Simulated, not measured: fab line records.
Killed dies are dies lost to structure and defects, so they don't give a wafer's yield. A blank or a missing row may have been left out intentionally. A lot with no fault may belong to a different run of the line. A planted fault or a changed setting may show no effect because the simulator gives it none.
A struck lot beside a sound one	flow gf180mcu	15 out of 602 route steps
Sound: wafers L147.2, L147.3, L147.5. Struck: wafers L164.2, L164.5, L164.6. Last of all comes the cause.
Per side, at each step with rows, come the tool, then ch with its chambers, and then its first start. Under that, the readings that differ: sound wafers	struck wafers	difference of the means	sigmas: that difference in standard deviations of wafers without a fault.
alike: same words and numbers on both sides, and readings whose means sit less than 2 such deviations apart. not compared: any withheld reading, any reading some wafer has no value for, any bound like >300 that may hide the same value, and any number with overlapping values for which the record gives no deviation.
Wherever a step has rows on one side only, a row that says differs or no value, or a row with sigmas, the two part there. Numbers that have no deviation but don't overlap get no sigmas and don't part them. A reading that every wafer of one side lacks parts them only if that side has two wafers or more.

GF_V1_THK_MEAS_01:
  sound: film_metro-03 at day 17 22:19; struck: film_metro-03 at day 23 22:16
  alike: V1_CVD_00_THK
GF_V1_CVD_02: deposits SiO2 from TEOS, target thk 850 nm, time 94.851 s.
  sound on pecvd-04 ch 0,1, day 17 22:22; struck on pecvd-04 ch 0,1, day 23 22:19
  alike: heater_power_w
GF_V1_THK_MEAS_03:
  sound: film_metro-03 at day 17 22:27; struck: film_metro-02 at day 23 22:23
  alike: V1_CVD_02_THK
GF_V1_CMP_04: polishes SiO2.
  sound on cmp-01 ch 1,2,3, day 17 22:34; struck on cmp-01 ch 0,3, day 23 22:29
  alike: head_pressure_psi, motor_current_A, slurry_filter_dp_kPa, time_to_endpoint_s
GF_V1_BOW_MEAS_05:
  sound: film_metro-02 at day 17 22:53; struck: film_metro-01 at day 23 22:46
  alike: V1_BOW
then, 7 steps without rows for these wafers: GF_V1_DEHYDRATE_06 (time 60 s); GF_V1_HMDS_07 (prime time 60 s); GF_V1_COAT_08; GF_V1_COAT_09 (resist thk 1000 nm); GF_V1_SOFTBAKE_10 (time 60 s); GF_V1_EXPOSE_11 (exposes mask Via1, target cd 260 nm); GF_V1_PEB_12 (peb time 90 s).
GF_V1_DEVELOP_13: develop time 60 s.
  sound on litho_track-01 ch 0, day 18 22:48; struck on litho_track-02 ch 0, day 24 21:11
reading	sound	struck	difference	sigmas
developer_temp_C (C)	20.82 20.89 20.74	20.03 20.06 20.11	-0.75	-7
GF_V1_CD_MEAS_14: the cd target is 260 nm.
  sound: cd_sem-02 at day 18 22:57; struck: cd_sem-02 at day 24 21:20
  alike: cd_nm
GF_PASSIVATION_PROBE_99:
  the record holds rows for the sound wafers here (prober-02, day 29 15:20) but none for the struck ones

WHERE THEY PART
At GF_V1_DEVELOP_13 first; at GF_PASSIVATION_PROBE_99 last (within this record only).

WHY: whatever the simulator had introduced
Process parameters drifting: litho_track-02 at GF_V1_DEVELOP_13, beginning at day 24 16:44. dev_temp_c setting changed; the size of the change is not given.
